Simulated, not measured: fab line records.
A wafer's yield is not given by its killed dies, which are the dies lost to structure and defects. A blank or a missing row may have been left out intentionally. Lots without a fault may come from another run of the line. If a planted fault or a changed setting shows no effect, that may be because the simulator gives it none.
Comparing a struck lot with a sound one -- flow sky130 -- 16 out of 708 route steps
Sound: the wafers L351.3, L351.4, L351.6. Struck: wafer L357.1 (L357.2, L357.6, from the same lot, were not struck and are left out); the cause is given at the end.
Per side, at each step with rows, come the tool, then ch with its chambers, and then its first start. Under that, the readings that differ: sound wafers -- struck wafers -- difference of the means -- sigmas: that difference in standard deviations of wafers without a fault.
alike: words and numbers the same on both sides, and readings whose means are apart by under 2 such deviations; not compared: readings that were withheld, readings missing a value for some wafer, numbers with overlapping values and no deviation given by the record, and bounds like >300 which may hide the same value.
A row with sigmas, a row that says differs or no value, or rows on one side alone: a step with any of these is where the two part. Numbers that don't overlap but have no deviation are shown without sigmas and don't part them. A reading that every wafer of one side lacks parts them only if that side has two wafers or more.

first, 8 steps without rows for these wafers: SKY_CONTACT_DEHYDRATE_06 (time 60 s); SKY_CONTACT_HMDS_07 (prime time 60 s); SKY_CONTACT_COAT_08 (resist thk 60 nm); SKY_CONTACT_COAT_09 (resist thk 450 nm); SKY_CONTACT_SOFTBAKE_10 (time 90 s); SKY_CONTACT_EXPOSE_11 (exposes mask CTM1, target cd 170 nm); SKY_CONTACT_PEB_12; SKY_CONTACT_DEVELOP_13 (develop time 60 s).
SKY_CONTACT_CD_MEAS_14: the cd target is 170 nm.
  struck on cd sem-01, day 33 21:31; sound on cd sem-02, day 31 12:52
  alike: cd nm
SKY_CONTACT_OVL_MEAS_15:
  struck on overlay-02, day 33 21:38; sound on overlay-02, day 31 12:57
  alike: CONTACT_OVL
SKY_CONTACT_ETCH_16: etches BARC in N2/H2, stops on SiO2, time 45.9 s, target depth 60 nm.
  sound on rie diel-03 ch 1,3, day 31 12:58; struck on rie diel-03 ch 1, day 33 21:41
reading,sound,struck,difference,sigmas
oes product au (a.u.),0.853 0.853 0.852,0.863,+0.010,+2
  alike: bias w, drypump motor current A, n2 flow sccm, throttle valve pct
  not compared: rf hours counter h
SKY_CONTACT_ETCH_17: etches SiO2 in C4F8/O2/Ar, stops on Si3N4, target depth 340 nm.
  sound on rie diel-03 ch 1,3, day 31 13:01; struck on rie diel-03 ch 1, day 33 21:43
  alike: bias w, oes product au
SKY_CONTACT_ETCH_18: etches Si3N4 in CHF3/O2, stops on TiN, time 39 s, target depth 75 nm.
  sound on rie diel-03 ch 1,3, day 31 13:00; struck on rie diel-03 ch 1, day 33 21:00
reading,sound,struck,difference,sigmas
bias w (W),200.6 200.3 199.5,305.8,+105.7,+99 or more
model.KrF-thick_of_CONTACT_COAT_09.thk nm (nm),245.2 240.1 243.5,235.5,-7.4,
model.TiN_of_LOCAL_INTERCONNECT_SPUTTER_00.thk nm (nm),102.3 100.4 100.1,99.47,-1.46,
  alike: drypump motor current A, oes product au, throttle valve pct
  not compared: rf hours counter h
SKY_CONTACT_STRIP_19: strips in O2/N2.
  sound on plasma asher-04 ch 0,1, day 31 13:08; struck on plasma asher-03 ch 1, day 33 21:49
reading,sound,struck,difference,sigmas
rf hours counter h (h),- - -,4,no value on the sound wafers,
strip time to endpoint s (s),3.64 3.59 3.61,3.53,-0.08,-2
  alike: drypump motor current A, n2 flow sccm, oes product au
then, 2 steps without rows for these wafers: SKY_CONTACT_STRIP_20 (strips in post etch residue remover, time 1200 s); SKY_PAD_OPEN_PROBE_99.

WHERE THEY PART
Last at SKY_CONTACT_STRIP_19 as far as this record goes, first at SKY_CONTACT_ETCH_16.

WHY: what the simulator had put in
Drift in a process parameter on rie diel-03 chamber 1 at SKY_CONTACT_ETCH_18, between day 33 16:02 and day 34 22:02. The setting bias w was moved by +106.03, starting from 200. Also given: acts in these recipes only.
